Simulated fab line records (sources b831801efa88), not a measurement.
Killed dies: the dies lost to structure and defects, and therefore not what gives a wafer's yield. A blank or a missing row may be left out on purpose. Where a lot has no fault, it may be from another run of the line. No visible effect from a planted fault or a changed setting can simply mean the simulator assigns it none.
Matching of chambers	flow sky130	hdpcvd-02 running SKY_LI_CONTACT_HDPCVD_00: 3 sister chambers
The step deposits PSG, target thk 930 nm, time 155 s. 3 wafers are shown with their chamber, then 8 later ones without.

WAFERS, EACH WITH ITS CHAMBER
wafer	chamber	pressure_mtorr (mTorr)
L529.1	0	5.998
L532.4	1	5.993
L533.1	2	6.002

WAFERS WHOSE CHAMBER IS MISSING
wafer	pressure_mtorr (mTorr)
L533.2	6.007
L533.3	6.004
L534.1	5.991
L534.4	6.001
L534.5	5.999
L547.1	6.002
L547.3	5.989
L547.5	5.990

CHAMBER TAKEN BY EACH
wafer	from the rows above	in truth
L533.2	can't be placed: 2 or 0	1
L533.3	can't be placed: 2 or 0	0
L534.1	can't be placed: 1 or 0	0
L534.4	can't be placed: 2 or 0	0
L534.5	can't be placed: 0 or 2 or 1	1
L547.1	can't be placed: 2 or 0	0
L547.3	can't be placed: 1 or 0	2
L547.5	can't be placed: 1 or 0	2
0 of 8 placed correctly. Can't be placed from these rows: 8 (the true chamber is among the candidates in 5). Number placed wrongly: 0.
How it was worked out, from the rows above alone: a wafer's distance from a chamber is the root of the sum, over the readings, of the square of ((its reading less the chamber's mean) divided by the reading's scatter). If the next closest chamber is less than 2 further off than the closest, the wafer can't be placed; otherwise it belongs to the closest. The mean given for a chamber averages the wafers shown for that chamber. The scatter: with one shown wafer a chamber, the root of the mean of the squares of how far each hidden wafer lies from its nearest shown one.
